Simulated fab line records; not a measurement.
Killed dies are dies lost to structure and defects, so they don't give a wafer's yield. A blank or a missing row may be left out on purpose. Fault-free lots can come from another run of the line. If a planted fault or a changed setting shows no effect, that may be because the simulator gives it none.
fab line records ; flow sky130
record lots=11; wafers=33; last_day=50
route steps=708 shown VIA1@478 VIA2@531 CAP2M@603 METAL4@633 VIA4@651 PAD_OPEN@708
lots with no fault: from the same line, run without faults
start_h: hours from the record's opening day to when the first of the lot's shown wafers began ; wait_h: time in hours since the lot's previous step ; " same as the row above ; L1.1+2: a single row standing in for several wafers ; - no value present, or no start provided ; * or withheld: withheld ; < > ~ a bound
route shown NAME@n: NAME is a module with steps in the file, n the number in the route of the first one ; usual: mean and standard deviation over wafers with no fault ; same: alike in all rows ; chamber/n: place in a boat ; sites: each site's reading ; _std_site: how widely they spread, as a standard deviation ; _edge_site: the outer-site mean with the inner-site mean subtracted ; radius_mm: for every site, how far away it sits from the centre of the wafer ; mask NAME#n: copy n ; behind: the tool/chamber that last shaped the wafer ; hold: reason for holding the lot/hours on hold/outcome of the hold ; device: which transistor (n, p or np) failed to switch ; end of line: tests run on the same wafers once the route is complete ; a step given without rows: its recipe and nothing more ; killed: count of dies lost to structure and defects at first sort (not the wafer's yield) ; map: a wafer's dies, x killed, . not, _ none there
set.NAME: the setting that was run; set.NAME@STEP: the one run at that earlier step ; model.NAME: the simulator's own value behind a step, which no gauge read
steps of the route over a sample of lots; a table a step, a row a wafer
services: a tool's chamber out of use, with start hour (start_h, from the record's first day; less than 0 if before it), hours out, and reason
## steps
# step SKY_VIA1_SPUTTER_20
# recipe material=TiN; target_thk_nm=20; chamber_pressure_pa=5; power_w=4000; time_s=80
# usual throttle_valve_pct=30.3/0.62
lot.wafer;tool;chamber;start_h;wait_h;throttle_valve_pct
L492.1;pvd_sputter-03;-;796.54;0.0;29.5
L492.2;pvd_sputter-03;-;796.54;0.0;30.1
L492.6;pvd_sputter-03;-;796.54;0.0;29.5
L493.3;pvd_sputter-03;-;810.10;0.0;30.7
L493.5;pvd_sputter-03;-;810.10;0.0;29.7
L493.6;pvd_sputter-03;-;810.10;0.0;30.6
L494.3;pvd_sputter-01;-;824.37;0.0;29.7
L494.4;pvd_sputter-01;-;824.37;0.0;29.9
L494.5;pvd_sputter-01;-;824.37;0.0;29.9
L496.1;pvd_sputter-03;-;840.33;0.0;31.1
L496.2;pvd_sputter-03;-;840.33;0.0;29.7
L496.3;pvd_sputter-03;-;840.33;0.0;30.5
L498.1;pvd_sputter-04;-;846.33;0.0;29.6
L498.2;pvd_sputter-04;-;846.33;0.0;30.1
L498.5;pvd_sputter-04;-;846.33;0.0;31.3
L499.2;pvd_sputter-01;-;858.58;0.0;30.4
L499.5;pvd_sputter-01;-;858.58;0.0;30.1
L499.6;pvd_sputter-01;-;858.58;0.0;31.5
L504.2;pvd_sputter-04;-;897.72;0.0;30.0
L504.5;pvd_sputter-04;-;897.72;0.0;30.0
L504.6;pvd_sputter-04;-;897.72;0.0;30.7
L506.2;pvd_sputter-01;-;905.25;0.0;29.7
L506.5;pvd_sputter-01;-;905.25;0.0;31.5
L506.6;pvd_sputter-01;-;905.25;0.0;29.7
L511.2;pvd_sputter-04;-;945.29;0.0;31.7
L511.3;pvd_sputter-04;-;945.29;0.0;30.6
L511.4;pvd_sputter-04;-;945.29;0.0;29.4
L513.1;pvd_sputter-04;-;951.78;0.0;29.5
L513.3;pvd_sputter-04;-;951.78;0.0;30.3
L513.5;pvd_sputter-04;-;951.78;0.0;31.3
L514.1;pvd_sputter-03;-;963.99;0.0;30.8
L514.2;pvd_sputter-03;-;963.99;0.0;30.7
L514.5;pvd_sputter-03;-;963.99;0.0;30.0
# step SKY_VIA2_CMP_24
# recipe stop_on=SiO2; t_overpolish_s=20; down_force_psi=3.5; platen_rpm=60; target_thk_nm=0; pad_velocity_m_s=0.94248
# usual motor_current_A=11.5/1.5; overpolish_run_s=20.001/0.0087; time_to_endpoint_s=100/3.6
# same t_overpolish_s=20
lot.wafer;tool;chamber;start_h;wait_h;motor_current_A;overpolish_run_s;time_to_endpoint_s
L492.1;cmp-02;2;853.77;0.1;11.9;20.006;98
L492.2;cmp-02;1;853.77;0.1;12.1;20.010;96
L492.6;cmp-02;2;853.77;0.1;11.7;19.999;97
L493.3;cmp-01;0;865.80;0.0;12.1;19.992;106
L493.5;cmp-01;0;865.80;0.0;12.2;20.002;105
L493.6;cmp-01;1;865.80;0.0;8.4;19.996;105
L494.4;cmp-01;0;884.94;0.1;12.9;20.004;102
L494.3;cmp-01;1;884.94;0.1;8.7;19.995;102
L494.5;cmp-01;3;884.94;0.1;10.6;19.996;106
L496.3;cmp-02;0;894.84;0.1;11.0;20.013;100
L496.2;cmp-02;1;894.84;0.1;12.2;20.006;95
L496.1;cmp-02;2;894.84;0.1;11.9;20.006;100
L498.1;cmp-02;3;901.39;0.1;13.0;19.991;95
L498.2;cmp-02;2;901.39;0.1;11.7;20.006;95
L498.5;cmp-02;0;901.39;0.1;11.2;20.016;96
L499.2;cmp-01;3;914.33;0.2;10.8;20.001;102
L499.6;cmp-01;1;914.33;0.2;8.3;19.997;94
L499.5;cmp-01;2;914.33;0.2;13.1;19.993;96
L504.2;cmp-01;2;950.93;0.0;12.6;20.010;99
L504.6;cmp-01;2;950.93;0.0;12.7;19.996;97
L504.5;cmp-01;3;950.93;0.0;10.6;20.002;103
L506.2;cmp-02;1;957.70;0.1;11.8;20.004;95
L506.6;cmp-02;3;957.70;0.1;13.1;19.993;102
L506.5;cmp-02;0;957.70;0.1;11.5;20.007;97
L511.4;cmp-02;1;997.50;0.1;12.1;20.007;96
L511.3;cmp-02;2;997.50;0.1;11.8;20.016;102
L511.2;cmp-02;3;997.50;0.1;13.0;19.986;102
L513.1;cmp-02;3;1003.44;0.1;12.6;19.991;101
L513.3;cmp-02;0;1003.44;0.1;10.7;20.017;96
L513.5;cmp-02;0;1003.44;0.1;11.5;20.004;95
L514.2;cmp-02;3;1015.02;0.0;12.5;20.010;99
L514.1;cmp-02;0;1015.02;0.0;10.6;20.016;104
L514.5;cmp-02;0;1015.02;0.0;11.6;20.019;102
# step SKY_CAP2M_CVD_00
# recipe material=SiO2; target_thk_nm=15.5; temp_c=400; time_s=withheld; rf_w=450
# usual heater_power_w=743/130
lot.wafer;tool;chamber;start_h;wait_h;heater_power_w
L492.1;pecvd-02;0;934.36;0.0;635
L492.2;pecvd-02;1;934.36;0.0;598
L492.6;pecvd-02;2;934.36;0.0;474
L493.3;pecvd-02;2;945.72;0.0;459
L493.5;pecvd-02;0;945.72;0.0;764
L493.6;pecvd-02;2;945.72;0.0;474
L494.3;pecvd-01;0;963.87;0.0;843
L494.4;pecvd-01;2;963.87;0.0;680
L494.5;pecvd-01;0;963.87;0.0;822
L496.1;pecvd-04;0;973.31;0.0;903
L496.2;pecvd-04;1;973.31;0.0;722
L496.3;pecvd-04;2;973.31;0.0;822
L498.1;pecvd-04;1;979.42;0.0;628
L498.2;pecvd-04;2;979.42;0.0;932
L498.5;pecvd-04;0;979.42;0.0;902
L499.2;pecvd-04;2;991.93;0.0;942
L499.5;pecvd-04;2;991.93;0.0;930
L499.6;pecvd-04;1;991.93;0.0;634
L504.2;pecvd-04;1;1026.46;0.0;716
L504.5;pecvd-04;1;1026.46;0.0;716
L504.6;pecvd-04;0;1026.46;0.0;772
L506.2;pecvd-04;0;1032.50;0.0;886
L506.5;pecvd-04;0;1032.50;0.0;857
L506.6;pecvd-04;1;1032.50;0.0;720
L511.2;pecvd-01;2;1070.82;0.0;752
L511.3;pecvd-01;0;1070.82;0.0;940
L511.4;pecvd-01;1;1070.82;0.0;600
L513.1;pecvd-02;1;1074.30;0.0;590
L513.3;pecvd-02;2;1074.30;0.0;558
L513.5;pecvd-02;0;1074.30;0.0;684
L514.1;pecvd-01;1;1085.38;0.0;632
L514.2;pecvd-01;0;1085.38;0.0;907
L514.5;pecvd-01;1;1085.38;0.0;615
# step SKY_CAP2M_THK_MEAS_01
# recipe reads=SiO2_of_CAP2M_CVD_00
# usual CAP2M_CVD_00_THK=15.51/0.24
lot.wafer;tool;chamber;start_h;wait_h;CAP2M_CVD_00_THK[nm]
L492.1;film_metro-01;-;934.38;-;15.44
L492.2;film_metro-01;-;934.38;-;15.43
L492.6;film_metro-01;-;934.38;-;15.57
L493.3;film_metro-01;-;945.76;-;15.46
L493.5;film_metro-01;-;945.76;-;15.75
L493.6;film_metro-01;-;945.76;-;15.83
L494.3;film_metro-02;-;963.91;-;15.09
L494.4;film_metro-02;-;963.91;-;15.61
L494.5;film_metro-02;-;963.91;-;15.47
L496.1;film_metro-01;-;973.33;-;15.37
L496.2;film_metro-01;-;973.33;-;15.55
L496.3;film_metro-01;-;973.33;-;15.46
L498.1;film_metro-02;-;979.44;-;15.53
L498.2;film_metro-02;-;979.44;-;15.11
L498.5;film_metro-02;-;979.44;-;15.49
L499.2;film_metro-01;-;991.98;-;14.94
L499.5;film_metro-01;-;991.98;-;15.46
L499.6;film_metro-01;-;991.98;-;15.72
L504.2;film_metro-01;-;1026.49;-;15.63
L504.5;film_metro-01;-;1026.49;-;20.65
L504.6;film_metro-01;-;1026.49;-;15.68
L506.2;film_metro-02;-;1032.54;-;15.54
L506.5;film_metro-02;-;1032.54;-;20.59
L506.6;film_metro-02;-;1032.54;-;16.09
L511.2;film_metro-01;-;1070.85;-;15.34
L511.3;film_metro-01;-;1070.85;-;15.20
L511.4;film_metro-01;-;1070.85;-;15.59
L513.1;film_metro-01;-;1074.33;-;15.49
L513.3;film_metro-01;-;1074.33;-;15.42
L513.5;film_metro-01;-;1074.33;-;15.58
L514.1;film_metro-04;-;1085.40;-;15.54
L514.2;film_metro-04;-;1085.40;-;15.01
L514.5;film_metro-04;-;1085.40;-;15.55
# step SKY_METAL4_ETCH_17
# recipe target=SiO2; stop_on=TiN; chemistry=C4F8/O2/Ar; source_w=1500; bias_w=1200; pressure_mtorr=40; c4f8_flow_sccm=withheld; O2_flow_sccm=6; Ar_flow_sccm=300; time_s=3.9; target_depth_a=150
# usual oes_product_au=0.755/0.007
lot.wafer;tool;chamber;start_h;wait_h;oes_product_au;rf_hours_counter_h
L492.1;rie_diel-01;1;982.62;0.1;0.753;29
L492.2;rie_diel-01;2;982.62;0.1;0.747;26
L492.6;rie_diel-01;0;982.62;0.1;0.755;-
L493.3;rie_diel-03;2;993.97;0.0;0.760;9
L493.5;rie_diel-03;2;993.97;0.0;0.756;-
L493.6;rie_diel-03;3;993.97;0.0;0.765;-
L494.3;rie_diel-01;0;1012.72;0.0;0.748;18
L494.4;rie_diel-01;0;1012.72;0.0;0.763;-
L494.5;rie_diel-01;3;1012.72;0.0;0.751;-
L496.1;rie_diel-01;0;1020.92;0.1;0.749;19
L496.2;rie_diel-01;3;1020.92;0.1;0.765;19
L496.3;rie_diel-01;2;1020.92;0.1;0.754;27
L498.1;rie_diel-01;0;1026.55;0.1;0.757;19
L498.2;rie_diel-01;1;1026.55;0.1;0.750;0
L498.5;rie_diel-01;0;1026.55;0.1;0.752;-
L499.2;rie_diel-01;2;1039.20;0.1;0.744;28
L499.5;rie_diel-01;0;1039.20;0.1;0.757;-
L499.6;rie_diel-01;1;1039.20;0.1;0.760;-
L504.2;rie_diel-01;3;1071.70;0.1;0.763;21
L504.5;rie_diel-01;1;1071.70;0.1;0.884;-
L504.6;rie_diel-01;2;1071.70;0.1;0.759;-
L506.2;rie_diel-01;0;1075.67;0.1;0.757;20
L506.5;rie_diel-01;2;1075.67;0.1;0.882;-
L506.6;rie_diel-01;3;1075.67;0.1;0.768;-
L511.2;rie_diel-04;0;1112.80;0.1;0.757;23
L511.3;rie_diel-04;3;1112.80;0.1;0.750;14
L511.4;rie_diel-04;1;1112.80;0.1;0.754;17
L513.1;rie_diel-03;2;1116.64;0.1;0.759;13
L513.3;rie_diel-03;3;1116.64;0.1;0.755;16
L513.5;rie_diel-03;0;1116.64;0.1;0.753;-
L514.1;rie_diel-01;1;1125.59;0.1;0.750;3
L514.2;rie_diel-01;0;1125.59;0.1;0.743;22
L514.5;rie_diel-01;2;1125.59;0.1;0.763;-
# step SKY_VIA4_ETCH_12
# recipe target=SiO2; chemistry=C4F8/O2/Ar; stop_on=TiN; mask_material=NOVOLAK; source_w=1500; bias_w=1200; pressure_mtorr=40; c4f8_flow_sccm=withheld; O2_flow_sccm=6; Ar_flow_sccm=300; time_s=withheld; target_depth_a=5800
# usual oes_product_au=0.926/0.005
lot.wafer;tool;chamber;start_h;wait_h;oes_product_au
L492.1;rie_diel-02;0;1007.44;0.0;0.921
L492.2;rie_diel-02;3;1007.44;0.0;0.922
L492.6;rie_diel-02;3;1007.44;0.0;0.928
L493.3;rie_diel-01;0;1018.44;0.0;0.926
L493.5;rie_diel-01;0;1018.44;0.0;0.926
L493.6;rie_diel-01;3;1018.44;0.0;0.923
L494.3;rie_diel-02;3;1036.98;0.0;0.926
L494.4;rie_diel-02;3;1036.98;0.0;0.916
L494.5;rie_diel-02;2;1036.98;0.0;0.925
L496.1;rie_diel-04;2;1044.84;0.0;0.926
L496.2;rie_diel-04;0;1044.84;0.0;0.922
L496.3;rie_diel-04;3;1044.84;0.0;0.938
L498.1;rie_diel-01;1;1049.67;0.0;0.923
L498.2;rie_diel-01;2;1049.67;0.0;0.934
L498.5;rie_diel-01;2;1049.67;0.0;0.918
L499.2;rie_diel-04;1;1062.42;0.0;0.929
L499.5;rie_diel-04;2;1062.42;0.0;0.923
L499.6;rie_diel-04;1;1062.42;0.0;0.917
L504.2;rie_diel-02;2;1093.93;0.0;0.920
L504.5;rie_diel-02;2;1093.93;0.0;0.921
L504.6;rie_diel-02;3;1093.93;0.0;0.934
L506.2;rie_diel-02;0;1097.03;0.0;0.939
L506.5;rie_diel-02;2;1097.03;0.0;0.923
L506.6;rie_diel-02;3;1097.03;0.0;0.923
L511.2;rie_diel-01;0;1133.92;0.0;0.931
L511.3;rie_diel-01;2;1133.92;0.0;0.931
L511.4;rie_diel-01;1;1133.92;0.0;0.928
L513.1;rie_diel-01;3;1136.74;0.0;0.925
L513.3;rie_diel-01;0;1136.74;0.0;0.928
L513.5;rie_diel-01;0;1136.74;0.0;0.924
L514.1;rie_diel-04;2;1145.64;0.0;0.920
L514.2;rie_diel-04;3;1145.64;0.0;0.929
L514.5;rie_diel-04;2;1145.64;0.0;0.933
# step SKY_PAD_OPEN_PROBE_99
# usual defect_limited_yield=82.8/2.1; killed_at_M0_to_M3=43/7.7; killed_at_M4_up=3.1/1.7; killed_at_contacts=23/4.8; killed_at_front_end=15/4.5; killed_at_other=0.3/0.58; killed_dies=85/10; killed_on_rim=17/3.8; killed_open=46/7.5; killed_short=38/6.5
# same gross_dies=492; killed_at_back_side=0
lot.wafer;tool;chamber;start_h;wait_h;defect_limited_yield[%];killed_at_M0_to_M3;killed_at_M4_up;killed_at_contacts;killed_at_front_end;killed_at_other;killed_dies;killed_on_rim;killed_open;killed_short
L492.1;prober-01;-;1078.09;0.1;80.5;54;5;20;17;0;96;20;45;51
L492.2;prober-01;-;1078.14;0.1;82.1;47;5;26;10;0;88;18;55;33
L492.6;prober-01;-;1078.34;0.2;79.1;62;2;22;17;0;103;17;51;52
L493.3;prober-01;-;1087.79;0.2;83.7;53;2;17;8;0;80;15;41;39
L493.5;prober-01;-;1087.89;0.2;84.1;43;0;27;8;0;78;14;45;33
L493.6;prober-01;-;1087.94;0.2;84.1;42;2;20;14;0;78;19;51;27
L494.3;prober-01;-;1106.07;0.2;82.9;44;2;30;8;0;84;20;48;36
L494.4;prober-01;-;1106.12;0.2;83.1;38;4;25;16;0;83;18;47;36
L494.5;prober-01;-;1106.17;0.2;82.1;46;3;23;16;0;88;14;48;39
L496.1;prober-02;-;1113.73;0.1;78.7;52;3;30;19;1;105;21;51;54
L496.2;prober-02;-;1113.78;0.1;82.9;43;3;22;16;0;84;17;44;40
L496.3;prober-02;-;1113.83;0.2;82.5;48;0;30;8;0;86;15;47;39
L498.1;prober-02;-;1116.69;0.1;82.1;42;3;23;19;1;88;22;47;40
L498.2;prober-02;-;1116.74;0.1;81.5;51;2;26;12;0;91;14;39;49
L498.5;prober-02;-;1116.89;0.2;84.3;38;4;24;11;0;77;15;46;31
L499.2;prober-01;-;1129.23;0.1;83.1;46;3;24;10;0;83;15;48;35
L499.5;prober-01;-;1129.38;0.2;81.3;61;3;18;10;0;92;17;46;46
L499.6;prober-01;-;1129.43;0.2;85.8;37;2;22;9;0;70;10;35;35
L504.2;prober-01;-;1157.80;0.1;88.0;32;2;17;7;1;59;9;38;21
L504.5;prober-01;-;1157.95;0.2;80.3;58;3;21;15;0;97;25;63;34
L504.6;prober-01;-;1158.00;0.2;83.9;47;2;20;10;0;79;20;41;38
L506.2;prober-01;-;1159.68;0.1;80.7;45;4;20;25;1;95;21;45;50
L506.5;prober-01;-;1159.83;0.2;82.5;40;4;27;15;0;86;19;51;35
L506.6;prober-01;-;1159.88;0.2;84.1;39;3;17;19;0;78;13;47;31
L511.2;prober-02;-;1191.13;0.1;75.8;58;3;42;16;0;119;23;73;45
L511.3;prober-02;-;1191.18;0.2;82.5;45;3;21;17;0;86;16;50;36
L511.4;prober-02;-;1191.23;0.2;78.9;53;2;23;26;0;104;19;52;51
L513.1;prober-02;-;1193.62;0.1;81.1;49;4;25;15;0;93;20;46;47
L513.3;prober-02;-;1193.72;0.2;81.5;36;3;27;25;0;91;20;54;37
L513.5;prober-02;-;1193.82;0.2;86.0;35;1;20;13;0;69;15;44;25
L514.1;prober-01;-;1199.20;0.1;84.6;32;3;27;14;0;76;20;38;35
L514.2;prober-01;-;1199.25;0.1;76.8;60;4;32;17;1;114;23;62;50
L514.5;prober-01;-;1199.40;0.2;85.8;44;2;14;9;1;70;15;42;26
# killed by level:class
L492.1 VIA1:geometric_particle:open=15 CONTACT:geometric_particle:short=8 VIA1:geometric_particle:short=7 METAL2:geometric_particle:short=6 FIELD_ISO:geometric_particle:open=5 POLY_GATE:geometric_particle:short=5 CONTACT:geometric_particle:open=5 METAL1:geometric_particle:short=5
L492.2 VIA1:geometric_particle:open=13 LI_CONTACT:geometric_particle:open=9 VIA1:geometric_particle:short=8 VIA2:geometric_particle:open=7 VIA3:geometric_particle:open=7 CONTACT:geometric_particle:open=6 FIELD_ISO:geometric_particle:open=5 LI_CONTACT:geometric_particle:short=5
L492.6 VIA3:geometric_particle:open=14 VIA1:geometric_particle:open=8 CONTACT:geometric_particle:open=7 METAL2:geometric_particle:short=7 VIA1:geometric_particle:short=7 VIA2:geometric_particle:open=7 FIELD_ISO:geometric_particle:short=6 LI_CONTACT:geometric_particle:open=6
L493.3 VIA1:geometric_particle:open=9 LI_CONTACT:geometric_particle:open=8 METAL1:geometric_particle:short=8 VIA1:geometric_particle:short=7 VIA3:geometric_particle:open=7 VIA2:geometric_particle:open=6 FIELD_ISO:geometric_particle:short=5 CONTACT:geometric_particle:short=5
L493.5 VIA1:geometric_particle:open=17 CONTACT:geometric_particle:open=11 METAL2:geometric_particle:short=7 LI_CONTACT:geometric_particle:open=6 CONTACT:geometric_particle:short=5 FIELD_ISO:geometric_particle:short=4 VIA1:geometric_particle:short=4 VIA3:geometric_particle:open=4
L493.6 VIA1:geometric_particle:open=11 CONTACT:geometric_particle:open=9 FIELD_ISO:geometric_particle:open=7 VIA3:geometric_particle:open=7 VIA2:geometric_particle:open=6 METAL2:geometric_particle:short=6 LI_CONTACT:geometric_particle:open=5 FIELD_ISO:geometric_particle:short=3
L494.3 VIA1:geometric_particle:open=10 CONTACT:geometric_particle:open=8 LI_CONTACT:geometric_particle:open=8 CONTACT:geometric_particle:short=8 VIA2:geometric_particle:open=6 VIA3:geometric_particle:open=6 VIA1:geometric_particle:short=5 METAL2:geometric_particle:short=5
L494.4 VIA1:geometric_particle:open=11 LI_CONTACT:geometric_particle:open=9 CONTACT:geometric_particle:open=6 VIA2:geometric_particle:open=6 FIELD_ISO:geometric_particle:short=5 VIA3:geometric_particle:short=5 CONTACT:geometric_particle:short=5 METAL3:geometric_particle:short=5
L494.5 CONTACT:geometric_particle:open=13 VIA2:geometric_particle:open=9 VIA2:geometric_particle:short=6 FIELD_ISO:geometric_particle:short=5 VIA1:geometric_particle:open=5 METAL2:geometric_particle:short=5 FIELD_ISO:geometric_particle:open=4 LI_CONTACT:geometric_particle:open=4
L496.1 VIA3:geometric_particle:open=10 VIA1:geometric_particle:open=8 CONTACT:geometric_particle:open=8 CONTACT:geometric_particle:short=6 METAL2:geometric_particle:short=6 VIA1:geometric_particle:short=6 VIA2:geometric_particle:open=6 POLY_GATE:geometric_particle:short=5
L496.2 VIA1:geometric_particle:open=11 CONTACT:geometric_particle:open=10 VIA1:geometric_particle:short=8 METAL1:geometric_particle:short=7 FIELD_ISO:geometric_particle:open=5 LOCAL_INTERCONNECT:geometric_particle:short=5 VIA2:geometric_particle:open=4 POLY_GATE:geometric_particle:short=3
L496.3 VIA1:geometric_particle:open=13 LI_CONTACT:geometric_particle:open=9 VIA1:geometric_particle:short=9 CONTACT:geometric_particle:open=8 LOCAL_INTERCONNECT:geometric_particle:short=6 CONTACT:geometric_particle:short=6 VIA2:geometric_particle:open=6 POLY_GATE:geometric_particle:short=4
L498.1 CONTACT:geometric_particle:open=11 VIA1:geometric_particle:open=8 VIA2:geometric_particle:open=7 METAL2:geometric_particle:short=7 CONTACT:geometric_particle:short=6 POLY_GATE:geometric_particle:open=5 VIA1:geometric_particle:short=5 METAL2:geometric_particle:open=4
L498.2 METAL2:geometric_particle:short=12 VIA1:geometric_particle:open=9 CONTACT:geometric_particle:open=9 FIELD_ISO:geometric_particle:short=6 LI_CONTACT:geometric_particle:open=6 METAL3:geometric_particle:short=6 METAL1:geometric_particle:short=5 CONTACT:geometric_particle:short=4
L498.5 CONTACT:geometric_particle:open=12 VIA1:geometric_particle:open=8 METAL1:geometric_particle:short=6 FIELD_ISO:geometric_particle:open=5 VIA3:geometric_particle:open=5 LI_CONTACT:geometric_particle:open=4 LOCAL_INTERCONNECT:geometric_particle:short=4 VIA2:geometric_particle:open=4
L499.2 CONTACT:geometric_particle:open=10 METAL2:geometric_particle:short=8 VIA3:geometric_particle:open=8 VIA1:geometric_particle:open=7 METAL1:geometric_particle:short=5 VIA2:geometric_particle:open=4 POLY_GATE:geometric_particle:open=4 LI_CONTACT:geometric_particle:open=4
L499.5 VIA1:geometric_particle:open=13 METAL1:geometric_particle:short=9 CONTACT:geometric_particle:open=9 METAL2:geometric_particle:short=8 VIA3:geometric_particle:open=7 METAL3:geometric_particle:short=5 CONTACT:geometric_particle:short=5 VIA1:geometric_particle:short=5
L499.6 VIA1:geometric_particle:open=7 LI_CONTACT:geometric_particle:open=6 CONTACT:geometric_particle:open=6 VIA1:geometric_particle:short=6 METAL1:geometric_particle:short=5 LOCAL_INTERCONNECT:geometric_particle:short=4 CONTACT:geometric_particle:short=4 VIA2:geometric_particle:open=4
L504.2 VIA2:geometric_particle:open=9 METAL1:geometric_particle:short=8 LI_CONTACT:geometric_particle:open=6 CONTACT:geometric_particle:open=6 VIA1:geometric_particle:open=4 VIA3:geometric_particle:open=3 METAL2:geometric_particle:short=3 FIELD_ISO:geometric_particle:open=2
L504.5 VIA1:geometric_particle:open=15 LI_CONTACT:geometric_particle:open=11 VIA2:geometric_particle:open=11 VIA1:geometric_particle:short=10 CONTACT:geometric_particle:open=6 METAL1:geometric_particle:short=6 FIELD_ISO:geometric_particle:open=5 POLY_GATE:geometric_particle:open=5
L504.6 VIA1:geometric_particle:open=12 LI_CONTACT:geometric_particle:open=8 VIA1:geometric_particle:short=6 VIA2:geometric_particle:open=6 METAL1:geometric_particle:short=5 FIELD_ISO:geometric_particle:short=4 CONTACT:geometric_particle:open=4 METAL2:geometric_particle:short=4
L506.2 VIA1:geometric_particle:open=10 FIELD_ISO:geometric_particle:short=9 POLY_GATE:geometric_particle:short=8 CONTACT:geometric_particle:open=7 VIA2:geometric_particle:open=6 VIA3:geometric_particle:open=6 CONTACT:geometric_particle:short=5 VIA1:geometric_particle:short=5
L506.5 CONTACT:geometric_particle:open=11 VIA1:geometric_particle:open=11 POLY_GATE:geometric_particle:open=8 VIA3:geometric_particle:open=8 LOCAL_INTERCONNECT:geometric_particle:short=6 METAL1:geometric_particle:short=6 VIA2:geometric_particle:short=5 LI_CONTACT:geometric_particle:open=4
L506.6 VIA3:geometric_particle:open=12 VIA1:geometric_particle:open=10 LI_CONTACT:geometric_particle:open=8 FIELD_ISO:geometric_particle:short=6 POLY_GATE:geometric_particle:open=4 FIELD_ISO:geometric_particle:open=3 POLY_GATE:geometric_particle:short=3 LI_CONTACT:geometric_particle:short=3
L511.2 VIA1:geometric_particle:open=24 CONTACT:geometric_particle:open=18 LI_CONTACT:geometric_particle:open=9 LOCAL_INTERCONNECT:geometric_particle:short=7 VIA1:geometric_particle:short=6 FIELD_ISO:geometric_particle:open=5 CONTACT:geometric_particle:short=5 METAL1:geometric_particle:short=5
L511.3 CONTACT:geometric_particle:open=9 VIA1:geometric_particle:open=9 VIA2:geometric_particle:open=7 VIA1:geometric_particle:short=6 METAL1:geometric_particle:short=6 FIELD_ISO:geometric_particle:short=5 METAL1:geometric_particle:open=5 LOCAL_INTERCONNECT:geometric_particle:short=5
L511.4 VIA2:geometric_particle:open=13 CONTACT:geometric_particle:open=10 VIA1:geometric_particle:open=10 METAL2:geometric_particle:short=9 POLY_GATE:geometric_particle:short=8 VIA1:geometric_particle:short=6 LI_CONTACT:geometric_particle:short=5 FIELD_ISO:geometric_particle:open=4
L513.1 CONTACT:geometric_particle:open=13 METAL1:geometric_particle:short=8 VIA1:geometric_particle:open=7 FIELD_ISO:geometric_particle:short=6 METAL2:geometric_particle:short=6 LI_CONTACT:geometric_particle:open=5 METAL2:geometric_particle:open=5 VIA2:geometric_particle:open=5
L513.3 CONTACT:geometric_particle:open=11 VIA1:geometric_particle:open=10 FIELD_ISO:geometric_particle:open=6 VIA2:geometric_particle:open=6 VIA3:geometric_particle:open=6 FIELD_ISO:geometric_particle:short=5 POLY_GATE:geometric_particle:short=5 LI_CONTACT:geometric_particle:open=4
L513.5 VIA2:geometric_particle:open=11 LI_CONTACT:geometric_particle:open=7 CONTACT:geometric_particle:open=7 METAL2:geometric_particle:short=7 POLY_GATE:geometric_particle:open=4 VIA3:geometric_particle:open=4 LI_CONTACT:geometric_particle:short=3 VIA1:geometric_particle:open=3
L514.1 VIA1:geometric_particle:open=9 CONTACT:geometric_particle:open=8 CONTACT:geometric_particle:short=6 LI_CONTACT:geometric_particle:open=6 VIA3:geometric_particle:open=4 FIELD_ISO:geometric_particle:open=3 FIELD_ISO:geometric_particle:short=3 LI_CONTACT:geometric_particle:short=3
L514.2 VIA1:geometric_particle:open=14 LI_CONTACT:geometric_particle:open=13 VIA2:geometric_particle:open=10 VIA2:geometric_particle:short=8 CONTACT:geometric_particle:open=7 METAL1:geometric_particle:short=6 CONTACT:geometric_particle:short=5 LOCAL_INTERCONNECT:geometric_particle:short=4
L514.5 VIA1:geometric_particle:open=14 CONTACT:geometric_particle:open=9 VIA2:geometric_particle:open=8 METAL2:geometric_particle:short=7 POLY_GATE:geometric_particle:short=3 POLY_GATE:geometric_particle:open=3 METAL1:geometric_particle:short=3 VIA1:geometric_particle:short=3
## services
tool;chamber;start_h;hours;kind
rie_diel-02;1;777.06;2.8;repair
cmp-02;-;779.32;2.6;repair
rie_diel-01;3;789.33;13.5;repair
cmp-01;-;792.67;9.6;pm
rie_diel-02;-;829.29;2.8;pm
rie_diel-02;1;848.22;6.2;repair
pvd_sputter-03;-;859.13;2.7;repair
rie_diel-01;0;859.72;4.0;repair
pecvd-04;2;861.13;6.7;repair
cmp-02;-;865.27;7.5;pm
cmp-02;-;880.08;1.1;repair
cmp-02;-;884.18;3.6;pm
rie_diel-01;3;902.48;4.3;repair
rie_diel-01;1;904.45;1.9;repair
pecvd-04;2;904.84;2.0;repair
cmp-02;-;912.00;4.0;pm
pecvd-04;-;920.88;1.4;repair
rie_diel-01;2;943.30;9.6;repair
rie_diel-01;0;947.26;8.4;repair
cmp-02;-;994.94;0.5;repair
cmp-02;-;1025.75;2.5;repair
rie_diel-01;0;1047.13;11.6;repair
cmp-02;-;1063.35;1.0;repair
pecvd-04;-;1099.34;2.8;pm
## key
first_sign step=SKY_CAP2M_THK_MEAS_01; reading=CAP2M_CVD_00_THK; direction=up; sigmas=21; usual=15.51; struck=20.62
effect step=SKY_METAL4_ETCH_17; reading=oes_product_au; direction=up; sigmas=18; usual=0.755; struck=0.883
met_at SKY_CAP2M_CVD_00
struck_lots L504,L506
struck_wafers L504.5,L506.5
not_acting_at SKY_VIA1_SPUTTER_20,SKY_VIA2_CMP_24,SKY_VIA4_ETCH_12
onset_between 991.93 1026.46
fault kind=process_parameter_drift; tool=pecvd-04; chamber=-; onset_h=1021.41; steps=SKY_CAP2M_CVD_00; channel=target_thk_nm; offset=4.828; shape=step; end_h=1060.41; scope=struck_wafers_only; acts_in=these_recipes_only; stated=15.5
